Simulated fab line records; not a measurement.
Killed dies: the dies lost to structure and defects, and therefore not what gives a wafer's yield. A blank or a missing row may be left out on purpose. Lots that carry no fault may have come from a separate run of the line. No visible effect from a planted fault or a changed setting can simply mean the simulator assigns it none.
Chamber matching :: flow gf180mcu :: GF_V4_CMP_04 on cmp-02 has 4 sister chambers
The step polishes SiO2. 8 wafers are shown with their chamber, then 8 later ones without.

== WAFERS WITH THEIR CHAMBER ==
wafer: L922.2
chamber: 3
motorCurrentA (A): 12.7
timeToEndpointS (s): 79

wafer: L924.1
chamber: 0
motorCurrentA (A): 10.9
timeToEndpointS (s): 88

wafer: L924.3
chamber: 3
motorCurrentA (A): 13.5
timeToEndpointS (s): 77

wafer: L925.5
chamber: 1
motorCurrentA (A): 9.8
timeToEndpointS (s): 86

wafer: L926.2
chamber: 1
motorCurrentA (A): 9.7
timeToEndpointS (s): 79

wafer: L926.3
chamber: 2
motorCurrentA (A): 14.1
timeToEndpointS (s): 72

wafer: L926.5
chamber: 2
motorCurrentA (A): 14.4
timeToEndpointS (s): 78

wafer: L934.2
chamber: 0
motorCurrentA (A): 10.8
timeToEndpointS (s): 68

== WAFERS WITHOUT THEIR CHAMBER ==
wafer: L934.4
motorCurrentA (A): 9.6
timeToEndpointS (s): 81

wafer: L934.5
motorCurrentA (A): 9.9
timeToEndpointS (s): 75

wafer: L939.2
motorCurrentA (A): 13.5
timeToEndpointS (s): 72

wafer: L939.4
motorCurrentA (A): 13.7
timeToEndpointS (s): 77

wafer: L939.6
motorCurrentA (A): 10.9
timeToEndpointS (s): 76

wafer: L945.1
motorCurrentA (A): 11.2
timeToEndpointS (s): 73

wafer: L945.3
motorCurrentA (A): 12.9
timeToEndpointS (s): 73

wafer: L945.4
motorCurrentA (A): 13.8
timeToEndpointS (s): 85

== WHICH CHAMBER EACH ONE RAN IN ==
wafer: L934.4
from the rows above: 1
in truth: 1

wafer: L934.5
from the rows above: 1
in truth: 1

wafer: L939.2
from the rows above: can't be placed: 3 or 2
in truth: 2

wafer: L939.4
from the rows above: can't be placed: 2 or 3
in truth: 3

wafer: L939.6
from the rows above: 0
in truth: 0

wafer: L945.1
from the rows above: 0
in truth: 0

wafer: L945.3
from the rows above: 3
in truth: 3

wafer: L945.4
from the rows above: can't be placed: 2 or 3
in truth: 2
5 of 8 placed correctly. Cannot be placed on the basis of these rows: 3; the candidates contain the true chamber in 3. 0 placed wrongly.
How it was worked out, from the rows above alone: a wafer's distance from a chamber is the root of the sum, over the readings, of the square of ((its reading less the chamber's mean) divided by the reading's scatter). If the next closest chamber is less than 2 further off than the closest, the wafer can't be placed; otherwise it belongs to the closest. The mean given for a chamber averages the wafers shown for that chamber. The scatter: the root of (the sum of the squares of (reading less its chamber's mean) over the shown wafers, divided by (wafers less chambers)).
